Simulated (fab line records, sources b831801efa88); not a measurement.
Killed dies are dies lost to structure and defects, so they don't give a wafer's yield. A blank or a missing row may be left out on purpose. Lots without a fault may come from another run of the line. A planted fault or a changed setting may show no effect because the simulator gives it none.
Tool commonality check | flow sky130 | 12 lots, 36 wafers sampled

WHY IT WAS OPENED
At SKY_NWELL_TW_MEAS_26 the reading NWELL_2_TW is flagged on 2 of 12 lots. Wafers without a fault read 502, standard deviation 6.
Rule: a lot is flagged when every wafer of it that has a number lies more than 4 standard deviations from that mean, or none has a number. The other lots count as sound.

lot  | measured     | on            | NWELL_2_TW, wafer by wafer | flag
L207 | day 5 05:49  | film_metro-02 | 492 490 491                |
L208 | day 5 09:04  | film_metro-04 | 509 510 514                |
L211 | day 6 03:34  | film_metro-02 | 498 496 497                |
L212 | day 6 11:27  | film_metro-04 | 508 507 506                |
L213 | day 6 17:17  | film_metro-01 | 499 494 495                |
L214 | day 6 17:56  | film_metro-04 | 505 509 505                |
L218 | day 7 20:30  | film_metro-04 | 809 804 807                | FLAGGED
L219 | day 9 18:44  | film_metro-04 | 795 800 798                | FLAGGED
L220 | day 9 20:47  | film_metro-02 | 502 497 498                |
L225 | day 10 02:53 | film_metro-02 | 499 498 501                |
L226 | day 10 08:07 | film_metro-04 | 505 508 506                |
L229 | day 10 23:52 | film_metro-01 | 500 502 499                |
The numbers of the flagged lots are 802 on average: +300 against the usual, or +50 standard deviations.

WHICH TOOL RAN EACH LOT
The record holds 2 process steps before the reading, out of a route of 708 steps. In each cell: the tool, then ch and the chambers that the sampled wafers went through, then the start.
lot  | flag    | SKY_DNWELL_STRIP_08                 | SKY_NWELL_IMPLANT_24
L207 |         | plasma_asher-03 ch 0,1, day 3 06:53 | implanter-02 ch 0, day 5 05:34
L208 |         | plasma_asher-03 ch 0,1, day 3 10:22 | implanter-03 ch 0, day 5 08:50
L211 |         | plasma_asher-04 ch 0,1, day 4 00:50 | implanter-04 ch 0, day 6 03:21
L212 |         | plasma_asher-01 ch 0,1, day 4 08:56 | implanter-03 ch 0, day 6 11:13
L213 |         | plasma_asher-04 ch 0,1, day 4 14:21 | implanter-04 ch 0, day 6 17:02
L214 |         | plasma_asher-03 ch 0,1, day 4 15:03 | implanter-02 ch 0, day 6 17:41
L218 | FLAGGED | plasma_asher-04 ch 0,1, day 5 10:32 | implanter-03 ch 0, day 7 20:16
L219 | FLAGGED | plasma_asher-03 ch 0,1, day 7 04:50 | implanter-03 ch 0, day 9 18:29
L220 |         | plasma_asher-03 ch 0,1, day 7 06:26 | implanter-04 ch 0, day 9 20:32
L225 |         | plasma_asher-03 ch 0,1, day 7 12:36 | implanter-02 ch 0, day 10 02:38
L226 |         | plasma_asher-04 ch 0,1, day 7 15:09 | implanter-02 ch 0, day 10 07:52
L229 |         | plasma_asher-04 ch 0,1, day 8 05:20 | implanter-02 ch 0, day 10 23:37
What these steps do:
- SKY_DNWELL_STRIP_08: strips in O2/N2.
- SKY_NWELL_IMPLANT_24
- SKY_NWELL_TW_MEAS_26

FLAGGED OVER TOTAL, TOOL BY TOOL (the gauges that took the reading come last)
step                 | tool            | lots run | flagged | share of the flagged lots | sound lots run after its first flagged lot
SKY_DNWELL_STRIP_08  | plasma_asher-01 | 1        | 0       | none                      | -
SKY_DNWELL_STRIP_08  | plasma_asher-03 | 6        | 1       | some                      | 2 (L220,L225)
SKY_DNWELL_STRIP_08  | plasma_asher-04 | 5        | 1       | some                      | 2 (L226,L229)
SKY_NWELL_IMPLANT_24 | implanter-02    | 5        | 0       | none                      | -
SKY_NWELL_IMPLANT_24 | implanter-03    | 4        | 2       | all                       | 0
SKY_NWELL_IMPLANT_24 | implanter-04    | 3        | 0       | none                      | -
SKY_NWELL_TW_MEAS_26 | film_metro-01   | 2        | 0       | none                      | -
SKY_NWELL_TW_MEAS_26 | film_metro-02   | 4        | 0       | none                      | -
SKY_NWELL_TW_MEAS_26 | film_metro-04   | 6        | 2       | all                       | 1 (L226)

WHAT THE TABLE ALLOWS
2 rows of the table ran every flagged lot: implanter-03 at SKY_NWELL_IMPLANT_24, film_metro-04 at SKY_NWELL_TW_MEAS_26.
- implanter-03 at SKY_NWELL_IMPLANT_24: 2 of its 4 lots flagged. Its last sound lot is L212 (day 6 11:13), its first flagged lot L218 (day 7 20:16): a fault that began between those two fits. Its own readings lie more than 4 standard deviations out on every wafer of the flagged lots: dose_ions_cm2, faraday_current_uA.
- film_metro-04 at SKY_NWELL_TW_MEAS_26: 2 of its 6 lots flagged. Sound lots ran on it after the first flagged one (L226), which a lasting fault on the whole tool wouldn't allow.
One tool is left: implanter-03 at SKY_NWELL_IMPLANT_24.

WHAT THE SIMULATOR HAD PUT IN
Process parameter drift: implanter-03, from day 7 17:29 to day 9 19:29, at SKY_NWELL_IMPLANT_24. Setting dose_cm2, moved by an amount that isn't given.
Lots struck among those shown: L218, L219. The rule above found the same.
